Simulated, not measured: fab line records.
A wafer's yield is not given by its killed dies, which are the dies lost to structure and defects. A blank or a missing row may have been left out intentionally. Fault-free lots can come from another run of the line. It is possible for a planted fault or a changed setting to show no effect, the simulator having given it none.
fab line records	flow sfq_line
record: lots: 6	wafers: 18	last_day: 77
route steps=325 shown I3@137 M4@148 I4@163 JJ@178 M8@325
lots with no fault: from the same line, run without faults
start_h: hours from the record's first day to the start of the lot's first wafer shown	wait_h: hours from the lot's prior step to this one	" identical to the entry in the row above	L1.1+2: one row covering several wafers at once	- value missing, or start not given	* or withheld: withheld	< > ~ a bound
route shown NAME@n: names a module that has steps shown in the file, with the first one's number in the route	usual: mean/standard deviation taken from wafers without a fault	same: alike in all rows	chamber/n: place in a boat	sites: the reading at each site	_std_site: the values' standard deviation	_edge_site: the outer-site mean with the inner-site mean subtracted	radius_mm: how far each site lies from the wafer's centre	mask NAME#n: copy n	behind: the tool/chamber that last shaped the wafer	hold: why the lot was held/for how many hours/how that ended	device: the transistor (n, p or np) that didn't switch	end of line: tests run on the same wafers once the route is complete	step lacking rows: just its recipe	killed: dies lost to structure and defects at the first sort, not the wafer's yield	map: dies across one wafer; x = killed, . = not, _ = none there
set.NAME: setting as actually run; set.NAME@STEP: the setting as run at that earlier step	model.NAME: the simulator's own value behind a step, which no gauge read
lots at some steps of the route; a table a step, a row a wafer
services: a tool's chamber out of use, with start hour (start_h, from the record's first day; less than 0 if before it), hours out, and reason
== steps ==
step: SFQ_TRILAYER_I3_VIA_LITHO_COAT_090
recipe: resist: BARC	spin_rpm: 3000	resist_thk_nm: 62
step: SFQ_TRILAYER_I3_VIA_LITHO_COAT_085
recipe: resist: KrF	spin_rpm: 3000	resist_thk_nm: 650
step: SFQ_TRILAYER_I3_VIA_LITHO_SOFTBAKE_089
recipe: temp_c: withheld	time_s: withheld	resist: KrF
step: SFQ_TRILAYER_I3_VIA_LITHO_EXPOSE_086
recipe: mask_id: I3	na: 0.6	source_shape: conventional	sigma_outer: 0.65	target_cd_nm: 500	dose_mj: 21.3
step: SFQ_TRILAYER_I3_VIA_LITHO_PEB_088
recipe: peb_temp_c: 115	peb_time_s: 60	resist: KrF
step: SFQ_TRILAYER_I3_VIA_LITHO_DEVELOP_087
recipe: time_s: 60	resist: KrF
step: SFQ_I3_OVL_MEAS_923
usual: I3_OVL: -4/5
lot.wafer	tool	chamber	start_h	wait_h	I3_OVL[nm]
L367.2	overlay-02	-	805.71	0.1	-5
L367.4	"	-	"	"	-8
L367.6	"	-	"	"	-2
L368.3	overlay-02	-	811.51	0.1	-3
L368.4	"	-	"	"	-2
L368.5	"	-	"	"	4
L375.4	overlay-02	-	859.04	0.1	2
L375.5	"	-	"	"	4
L375.6	"	-	"	"	-4
L376.3	overlay-02	-	871.03	0.1	-4
L376.4	"	-	"	"	-4
L376.6	"	-	"	"	-7
L378.2	overlay-01	-	880.62	0.1	-12
L378.3	"	-	"	"	-11
L378.6	"	-	"	"	-12
L379.1	overlay-01	-	883.02	0.1	7
L379.2	"	-	"	"	-1
L379.3	"	-	"	"	1
step: SFQ_TRILAYER_I3_VIA_BARC_OPEN_VIA_ETCH_121
recipe: mask_material: PR	chemistry: O2	target_depth_nm: 125	target: BARC	source_w: 500	bias_w: 80	pressure_mtorr: 30	time_s: 41.7
step: SFQ_TRILAYER_I3_VIA_ETCH_VIA_ETCH_088
recipe: target: SiO2	stop_on: Nb	mask_material: PR	taper_deg: 20	chemistry: CHF3	target_depth_nm: 260	source_w: 500	bias_w: 80	pressure_mtorr: 30	time_s: withheld
step: SFQ_TRILAYER_I3_VIA_STRIP_STRIP_089
recipe: gas: O2	power_w: 200	platen_temp_c: 40	overash_fraction: 0.65	chemistry: O2	pressure_mtorr: 50
step: SFQ_TRILAYER_I3_VIA_STRIP_SOLV_CLEAN_090
recipe: chemistry: NMP	temp_c: 70	time_s: 600
step: SFQ_TRILAYER_M4_DEP_PRE_CLEAN_092
recipe: gas: Ar	time_s: 22.5	bias_v: 250
step: SFQ_TRILAYER_M4_DEP_SPUTTER_091
recipe: material: Nb	base_pressure_pa: 1.33e-06	chamber_pressure_pa: 0.1333	substrate_temp_c: 20	resputter_cathode_voltage_v: 400	target_thk_nm: 200	power_w: 2000	time_s: 133.3
usual: throttle_valve_pct: 30.0/0.84
lot.wafer	tool	chamber	start_h	wait_h	throttle_valve_pct	model.Nb_of_TRILAYER_M4_DEP_SPUTTER_091.thk_nm
L367.2	pvd_sputter-05	-	806.71	0.0	28.7	176.8
L367.4	"	-	"	"	30.8	177.5
L367.6	"	-	"	"	31.0	177.8
L368.3	pvd_sputter-05	-	812.69	0.0	29.5	182.7
L368.4	"	-	"	"	28.4	181.6
L368.5	"	-	"	"	31.1	179.1
L375.4	pvd_sputter-03	-	860.01	0.0	30.0	197.8
L375.5	"	-	"	"	29.0	201.9
L375.6	"	-	"	"	30.0	198.9
L376.3	pvd_sputter-06	-	872.01	0.0	29.2	198.5
L376.4	"	-	"	"	30.9	196.6
L376.6	"	-	"	"	29.2	196.5
L378.2	pvd_sputter-05	-	881.61	0.0	31.3	203.2
L378.3	"	-	"	"	31.2	202
L378.6	"	-	"	"	30.9	201.4
L379.1	pvd_sputter-06	-	884.01	0.0	31.1	194.9
L379.2	"	-	"	"	29.0	196.9
L379.3	"	-	"	"	29.1	193.8
step: SFQ_M4_RS_MEAS_924
recipe: thk_meas_gauge: four-point-probe	reads: Nb_of_TRILAYER_M4_DEP_SPUTTER_091
usual: M4_NB_RS: 0.893/0.011
lot.wafer	tool	chamber	start_h	wait_h	M4_NB_RS[ohm/sq]
L367.2	film_metro-04	-	806.82	0.1	1.006
L367.4	"	-	"	"	1.001
L367.6	"	-	"	"	1.001
L368.3	film_metro-03	-	812.82	0.1	0.974
L368.4	"	-	"	"	0.979
L368.5	"	-	"	"	0.993
L375.4	film_metro-01	-	860.16	0.1	0.902
L375.5	"	-	"	"	0.881
L375.6	"	-	"	"	0.894
L376.3	film_metro-01	-	872.14	0.1	0.895
L376.4	"	-	"	"	0.903
L376.6	"	-	"	"	0.905
L378.2	film_metro-01	-	881.72	0.1	0.873
L378.3	"	-	"	"	0.880
L378.6	"	-	"	"	0.882
L379.1	film_metro-01	-	884.10	0.0	0.913
L379.2	"	-	"	"	0.904
L379.3	"	-	"	"	0.917
step: SFQ_TRILAYER_M4_LITHO_COAT_098
recipe: resist: BARC	spin_rpm: 3000	resist_thk_nm: 62
step: SFQ_TRILAYER_M4_LITHO_COAT_093
recipe: resist: KrF	spin_rpm: 3000	resist_thk_nm: 600
step: SFQ_TRILAYER_M4_LITHO_SOFTBAKE_097
recipe: temp_c: withheld	time_s: withheld	resist: KrF
step: SFQ_TRILAYER_M4_LITHO_EXPOSE_094
recipe: mask_id: M4	na: 0.6	source_shape: conventional	sigma_outer: 0.65	target_cd_nm: 500	dose_mj: 14.4
step: SFQ_TRILAYER_M4_LITHO_PEB_096
recipe: peb_temp_c: 115	peb_time_s: 60	resist: KrF
step: SFQ_TRILAYER_M4_LITHO_DEVELOP_095
recipe: time_s: 60	resist: KrF
step: SFQ_M4_OVL_MEAS_926
usual: M4_OVL: 1/5.8
lot.wafer	tool	chamber	start_h	wait_h	M4_OVL[nm]
L367.2	overlay-01	-	846.96	0.1	4
L367.4	"	-	"	"	3
L367.6	"	-	"	"	-2
L368.3	overlay-02	-	854.23	0.1	-4
L368.4	"	-	"	"	0
L368.5	"	-	"	"	-1
L375.4	overlay-01	-	896.24	0.1	0
L375.5	"	-	"	"	4
L375.6	"	-	"	"	2
L376.3	overlay-01	-	907.03	0.1	2
L376.4	"	-	"	"	-9
L376.6	"	-	"	"	0
L378.2	overlay-01	-	916.62	0.1	8
L378.3	"	-	"	"	5
L378.6	"	-	"	"	8
L379.1	overlay-02	-	920.22	0.1	-1
L379.2	"	-	"	"	1
L379.3	"	-	"	"	-2
step: SFQ_TRILAYER_M4_BARC_OPEN_METAL_ETCH_123
recipe: mask_material: PR	chemistry: O2	target_depth_nm: 125	target: BARC	icp_w: 600	bias_w: 80	pressure_mtorr: 10	time_s: 41.7
usual: bias_w: 80.03/0.23	drypump_motor_current_A: 5.8/0.38	oes_product_au: 0.685/0.005
lot.wafer	tool	chamber	start_h	wait_h	bias_w	drypump_motor_current_A	oes_product_au	rf_hours_counter_h
L367.2	rie_metal-02	1	846.99	0.0	79.95	5.6	0.692	126
L367.4	"	1	"	"	79.64	5.6	0.682	-
L367.6	"	1	"	"	79.80	5.6	0.679	-
L368.3	rie_metal-04	1	854.27	0.0	79.86	5.8	0.683	-
L368.4	"	0	"	"	80.18	6.0	0.689	-
L368.5	"	1	"	"	79.97	5.8	0.686	-
L375.4	rie_metal-01	0	896.28	0.0	79.85	5.0	0.692	-
L375.5	"	0	"	"	79.76	5.0	0.680	-
L375.6	"	1	"	"	79.82	5.9	0.698	-
L376.3	rie_metal-04	0	907.07	0.0	80.08	6.0	0.680	-
L376.4	"	1	"	"	79.92	5.8	0.687	-
L376.6	"	1	"	"	79.81	5.8	0.686	-
L378.2	rie_metal-02	0	916.65	0.0	79.83	6.4	0.690	121
L378.3	"	0	"	"	79.85	6.3	0.688	-
L378.6	"	0	"	"	80.30	6.3	0.670	-
L379.1	rie_metal-01	0	920.25	0.0	80.28	5.0	0.684	155
L379.2	"	1	"	"	80.13	5.8	0.694	140
L379.3	"	0	"	"	80.31	5.0	0.692	-
step: SFQ_TRILAYER_M4_ETCH_METAL_ETCH_096
recipe: target: Nb	stop_on: SiO2	mask_material: PR	chemistry: Cl2/Ar	target_depth_nm: 240	icp_w: 600	bias_w: 80	pressure_mtorr: 10	time_s: 120
usual: bias_w: 80.02/0.23	drypump_motor_current_A: 5.8/0.38	oes_product_au: 0.892/0.0081
lot.wafer	tool	chamber	start_h	wait_h	bias_w	drypump_motor_current_A	oes_product_au	rf_hours_counter_h
L367.2	rie_metal-02	1	847.05	0.0	80.14	5.6	0.836	126
L367.4	"	1	"	"	80.13	5.6	0.840	-
L367.6	"	1	"	"	80.11	5.6	0.844	-
L368.3	rie_metal-04	1	854.35	0.1	79.79	5.8	0.847	-
L368.4	"	0	"	"	80.00	6.0	0.845	-
L368.5	"	1	"	"	79.98	5.8	0.841	-
L375.4	rie_metal-01	0	896.39	0.1	79.96	5.0	0.888	-
L375.5	"	0	"	"	79.74	5.0	0.894	-
L375.6	"	1	"	"	80.08	5.8	0.898	-
L376.3	rie_metal-04	0	907.15	0.1	80.05	6.0	0.887	-
L376.4	"	1	"	"	80.01	5.8	0.880	-
L376.6	"	1	"	"	79.99	5.8	0.888	-
L378.2	rie_metal-02	0	916.71	0.0	80.57	6.4	0.906	121
L378.3	"	0	"	"	79.87	6.4	0.898	-
L378.6	"	0	"	"	80.16	6.4	0.896	-
L379.1	rie_metal-01	0	920.31	0.0	80.12	5.0	0.886	155
L379.2	"	1	"	"	79.66	5.8	0.879	140
L379.3	"	0	"	"	79.80	5.0	0.869	-
step: SFQ_TRILAYER_M4_STRIP_STRIP_097
recipe: gas: O2	power_w: 200	platen_temp_c: 40	overash_fraction: 0.65	chemistry: O2	pressure_mtorr: 50
step: SFQ_TRILAYER_M4_STRIP_SOLV_CLEAN_098
recipe: chemistry: NMP	temp_c: 70	time_s: 600
step: SFQ_TRILAYER_I4_DEP_PECVD_099
recipe: material: SiO2	temp_c: 150	time_s: 111.11	pressure_torr: 2.4	rf_w: 183.3	precursor: SiH4/N2O	target_thk_nm: 500
usual: heater_power_w: 81/11	throttle_valve_pct: 25.4/1.3
lot.wafer	tool	chamber	start_h	wait_h	heater_power_w	throttle_valve_pct
L367.2	pecvd-04	1	847.95	0.0	69	25.1
L367.4	"	1	"	"	71	25.4
L367.6	"	2	"	"	86	24.3
L368.3	pecvd-03	2	855.21	0.0	80	24.6
L368.4	"	1	"	"	90	24.1
L368.5	"	0	"	"	94	24.9
L375.4	pecvd-01	2	897.53	0.0	76	25.0
L375.5	"	0	"	"	83	27.0
L375.6	"	1	"	"	93	27.1
L376.3	pecvd-01	0	908.03	0.0	81	27.2
L376.4	"	2	"	"	80	24.5
L376.6	"	1	"	"	93	27.3
L378.2	pecvd-03	0	917.61	0.0	99	25.4
L378.3	"	2	"	"	71	24.6
L378.6	"	0	"	"	104	25.3
L379.1	pecvd-04	2	921.21	0.0	84	24.6
L379.2	"	0	"	"	65	24.1
L379.3	"	1	"	"	67	25.3
step: SFQ_TRILAYER_I4_CMP_CMP_100
recipe: material: SiO2	down_force_psi: 3	platen_rpm: 60	pad_velocity_m_s: 0.94248
step: SFQ_I4_BOW_MEAS_927
recipe: mode: bow
usual: I4_BOW: 2/9.9
lot.wafer	tool	chamber	start_h	wait_h	I4_BOW[um]
L367.2	film_metro-02	-	896.60	2.5	-11
L367.4	"	-	"	"	-1
L367.6	"	-	"	"	-4
L368.3	film_metro-04	-	902.62	1.5	9
L368.4	"	-	"	"	3
L368.5	"	-	"	"	7
L375.4	film_metro-04	-	948.64	1.1	-6
L375.5	"	-	"	"	-9
L375.6	"	-	"	"	2
L376.3	film_metro-01	-	960.94	1.5	10
L376.4	"	-	"	"	7
L376.6	"	-	"	"	9
L378.2	film_metro-04	-	975.83	2.0	13
L378.3	"	-	"	"	15
L378.6	"	-	"	"	9
L379.1	film_metro-02	-	978.81	1.0	11
L379.2	"	-	"	"	-7
L379.3	"	-	"	"	16
step: SFQ_TRILAYER_I4_METRO_MEASURE_101
usual: thk_nm: 200.1/1.4
lot.wafer	tool	chamber	start_h	wait_h	thk_nm
L367.2	film_metro-02	-	896.90	0.3	201.5
L367.4	"	-	"	"	198.8
L367.6	"	-	"	"	199.9
L368.3	film_metro-04	-	903.10	0.5	200.2
L368.4	"	-	"	"	202.7
L368.5	"	-	"	"	201.5
L375.4	film_metro-04	-	949.30	0.6	202.2
L375.5	"	-	"	"	202.7
L375.6	"	-	"	"	199.9
L376.3	film_metro-01	-	961.42	0.5	200.9
L376.4	"	-	"	"	199.0
L376.6	"	-	"	"	200.9
L378.2	film_metro-04	-	976.13	0.3	199.0
L378.3	"	-	"	"	199.7
L378.6	"	-	"	"	201.1
L379.1	film_metro-02	-	978.93	0.1	200.1
L379.2	"	-	"	"	200.9
L379.3	"	-	"	"	199.4
step: SFQ_TRILAYER_I4_VIA_LITHO_COAT_108
recipe: resist: BARC	spin_rpm: 3000	resist_thk_nm: 62
step: SFQ_TRILAYER_I4_VIA_LITHO_COAT_103
recipe: resist: KrF	spin_rpm: 3000	resist_thk_nm: 650
step: SFQ_TRILAYER_I4_VIA_LITHO_SOFTBAKE_107
recipe: temp_c: withheld	time_s: withheld	resist: KrF
step: SFQ_TRILAYER_I4_VIA_LITHO_EXPOSE_104
recipe: mask_id: I4	na: 0.6	source_shape: conventional	sigma_outer: 0.65	target_cd_nm: 700	dose_mj: 21.3
step: SFQ_TRILAYER_I4_VIA_LITHO_PEB_106
recipe: peb_temp_c: 115	peb_time_s: 60	resist: KrF
step: SFQ_TRILAYER_I4_VIA_LITHO_DEVELOP_105
recipe: time_s: 60	resist: KrF
step: SFQ_I4_OVL_MEAS_928
usual: I4_OVL: -4/5.5
lot.wafer	tool	chamber	start_h	wait_h	I4_OVL[nm]
L367.2	overlay-02	-	987.88	0.1	-7
L367.4	"	-	"	"	-6
L367.6	"	-	"	"	-11
L368.3	overlay-01	-	998.64	0.1	0
L368.4	"	-	"	"	-1
L368.5	"	-	"	"	-3
L375.4	overlay-01	-	1066.56	0.1	-11
L375.5	"	-	"	"	-11
L375.6	"	-	"	"	-6
L376.3	overlay-01	-	1077.36	0.1	10
L376.4	"	-	"	"	6
L376.6	"	-	"	"	9
L378.2	overlay-02	-	1092.50	0.1	-10
L378.3	"	-	"	"	-6
L378.6	"	-	"	"	-11
L379.1	overlay-02	-	1094.90	0.1	-6
L379.2	"	-	"	"	-7
L379.3	"	-	"	"	-5
step: SFQ_TRILAYER_I4_VIA_BARC_OPEN_VIA_ETCH_146
recipe: mask_material: PR	chemistry: O2	target_depth_nm: 125	target: BARC	source_w: 500	bias_w: 80	pressure_mtorr: 30	time_s: 41.7
usual: bias_w: 80.02/0.23	drypump_motor_current_A: 5.8/0.34	oes_product_au: 0.685/0.0043
lot.wafer	tool	chamber	start_h	wait_h	bias_w	drypump_motor_current_A	oes_product_au	rf_hours_counter_h
L367.2	rie_diel-02	1	987.91	0.0	80.16	6.1	0.680	15
L367.4	"	0	"	"	80.57	6.0	0.681	3
L367.6	"	3	"	"	80.26	5.8	0.680	-
L368.3	rie_diel-04	2	998.67	0.0	79.86	5.9	0.684	22
L368.4	"	1	"	"	80.04	5.8	0.685	-
L368.5	"	0	"	"	80.19	5.7	0.680	-
L375.4	rie_diel-04	3	1066.58	0.0	79.96	5.8	0.686	10
L375.5	"	2	"	"	79.97	5.9	0.682	-
L375.6	"	1	"	"	80.13	5.8	0.685	-
L376.3	rie_diel-02	2	1077.38	0.0	79.79	6.1	0.685	15
L376.4	"	1	"	"	80.00	6.1	0.686	16
L376.6	"	0	"	"	80.04	6.0	0.682	-
L378.2	rie_diel-02	2	1092.53	0.0	79.82	6.1	0.684	15
L378.3	"	1	"	"	80.18	6.1	0.683	16
L378.6	"	1	"	"	80.05	6.1	0.681	-
L379.1	rie_diel-01	3	1094.93	0.0	80.28	5.7	0.677	14
L379.2	"	0	"	"	80.15	4.7	0.685	13
L379.3	"	1	"	"	79.90	5.8	0.687	7
step: SFQ_TRILAYER_I4_VIA_ETCH_VIA_ETCH_106
recipe: target: SiO2	stop_on: Nb	mask_material: PR	taper_deg: 20	chemistry: CHF3	target_depth_nm: 260	source_w: 500	bias_w: 80	pressure_mtorr: 30	time_s: withheld
step: SFQ_TRILAYER_I4_VIA_STRIP_STRIP_107
recipe: gas: O2	power_w: 200	platen_temp_c: 40	overash_fraction: 0.65	chemistry: O2	pressure_mtorr: 50
usual: drypump_motor_current_A: 5.6/0.5	oes_product_au: 1.003/0.011
same: overash_fraction: 0.65
lot.wafer	tool	chamber	start_h	wait_h	drypump_motor_current_A	oes_product_au	rf_hours_counter_h
L367.2	rie_metal-02	1	988.06	-	5.6	0.994	155
L367.4	"	1	"	"	5.6	0.996	-
L367.6	"	0	"	"	6.3	0.998	-
L368.3	rie_metal-03	0	999.02	-	5.1	1.020	-
L368.4	"	1	"	"	5.3	1.002	-
L368.5	"	1	"	"	5.3	0.991	-
L375.4	rie_metal-03	1	1066.93	-	5.3	0.990	-
L375.5	"	0	"	"	5.1	1.039	-
L375.6	"	1	"	"	5.3	1.004	-
L376.3	rie_metal-02	0	1077.93	-	6.3	1.004	-
L376.4	"	0	"	"	6.3	1.000	-
L376.6	"	0	"	"	6.3	0.997	-
L378.2	rie_metal-01	1	1092.68	-	5.9	1.005	0
L378.3	"	0	"	"	5.0	0.999	-
L378.6	"	0	"	"	5.0	0.999	-
L379.1	rie_metal-03	0	1095.08	-	5.1	1.017	104
L379.2	"	1	"	"	5.3	1.000	94
L379.3	"	0	"	"	5.1	1.016	-
step: SFQ_TRILAYER_I4_VIA_STRIP_SOLV_CLEAN_108
recipe: chemistry: NMP	temp_c: 70	time_s: 600
step: SFQ_TRILAYER_JJ_TRILAYER_DEP_PRE_CLEAN_113
recipe: gas: Ar	time_s: 22.5	bias_v: 250
step: SFQ_M8_BOW_MEAS_951
recipe: mode: bow
usual: M8_BOW: 5/12
lot.wafer	tool	chamber	start_h	wait_h	M8_BOW[um]	model.etest.m4.ohm_um	model.etest.i3.link_ohm	model.etest.m4.ohm_sq	model.etest.i4.link_ohm
L367.2	film_metro-02	-	1721.78	0.0	-6	2.038	2.083	1.005	2.305
L367.4	"	-	"	"	2	2.026	2.087	1.001	2.308
L367.6	"	-	"	"	0	2.029	2.076	0.9997	2.303
L368.3	film_metro-01	-	1727.90	0.0	11	1.947	2.064	0.9727	2.28
L368.4	"	-	"	"	3	1.95	2.066	0.9785	2.262
L368.5	"	-	"	"	8	1.99	2.085	0.9921	2.281
L375.4	film_metro-01	-	1820.20	0.1	6	1.783	1.949	0.8985	2.193
L375.5	"	-	"	"	4	1.752	1.949	0.8803	2.179
L375.6	"	-	"	"	13	1.784	1.952	0.8935	2.203
L376.3	film_metro-04	-	1829.91	0.0	19	1.773	1.958	0.8952	2.192
L376.4	"	-	"	"	18	1.81	1.978	0.9041	2.193
L376.6	"	-	"	"	18	1.808	1.988	0.9044	2.194
L378.2	film_metro-04	-	1835.71	0.0	17	1.745	1.922	0.8745	2.126
L378.3	"	-	"	"	18	1.75	1.93	0.8796	2.151
L378.6	"	-	"	"	11	1.761	1.927	0.8824	2.158
L379.1	film_metro-02	-	1837.07	0.0	18	1.808	1.978	0.9118	2.199
L379.2	"	-	"	"	1	1.804	1.991	0.9027	2.212
L379.3	"	-	"	"	23	1.825	1.979	0.9168	2.22
== services ==
tool	chamber	start_h	hours	kind
pecvd-01	2	790.21	14.6	repair
rie_diel-02	3	790.22	8.7	repair
film_metro-04	-	804.47	2.2	pm
pecvd-03	2	809.44	5.0	repair
film_metro-02	-	811.92	2.6	pm
pvd_sputter-05	-	849.34	4.1	repair
rie_diel-02	3	870.64	3.0	repair
rie_diel-02	1	872.28	5.8	repair
rie_diel-02	-	879.16	2.0	repair
rie_diel-02	-	880.91	1.3	repair
film_metro-04	-	891.36	0.6	pm
rie_metal-04	0	894.63	3.3	repair
rie_metal-04	1	898.53	3.0	repair
rie_diel-02	3	910.39	1.9	repair
rie_diel-02	-	914.09	0.8	repair
rie_diel-02	3	928.30	3.6	repair
rie_diel-02	-	929.99	2.8	pm
rie_metal-03	-	938.81	14.6	pm
pvd_sputter-05	-	949.78	1.3	repair
film_metro-04	-	996.24	0.5	pm
rie_metal-03	0	1007.35	4.8	repair
film_metro-04	-	1026.40	0.9	pm
film_metro-04	-	1050.17	0.8	pm
pvd_sputter-05	-	1066.88	4.9	repair
== key ==
first_sign: step: SFQ_M4_RS_MEAS_924	reading: M4_NB_RS	direction: up	sigmas: 8.7	usual: 0.893	struck: 0.992
effect: step: SFQ_TRILAYER_M4_ETCH_METAL_ETCH_096	reading: oes_product_au	direction: down	sigmas: 6.1	usual: 0.892	struck: 0.842
model_effect: step: SFQ_TRILAYER_M4_DEP_SPUTTER_091	value: Nb_of_TRILAYER_M4_DEP_SPUTTER_091.thk_nm	without: 200.7	struck: 179.3
model_effect: step: SFQ_M8_BOW_MEAS_951	value: etest.m4.ohm_um	without: 1.783	struck: 1.997
met_at SFQ_TRILAYER_M4_DEP_SPUTTER_091
struck_wafers L367.2,L367.4,L367.6,L368.3,L368.4,L368.5
fault: kind: process_parameter_drift	tool: pvd_sputter-05	chamber: -	onset_h: 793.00	steps: SFQ_TRILAYER_M4_DEP_SPUTTER_091	channel: target_thk_nm	offset: -21.48	shape: step	end_h: 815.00	acts_in: these_recipes_only	stated: 200
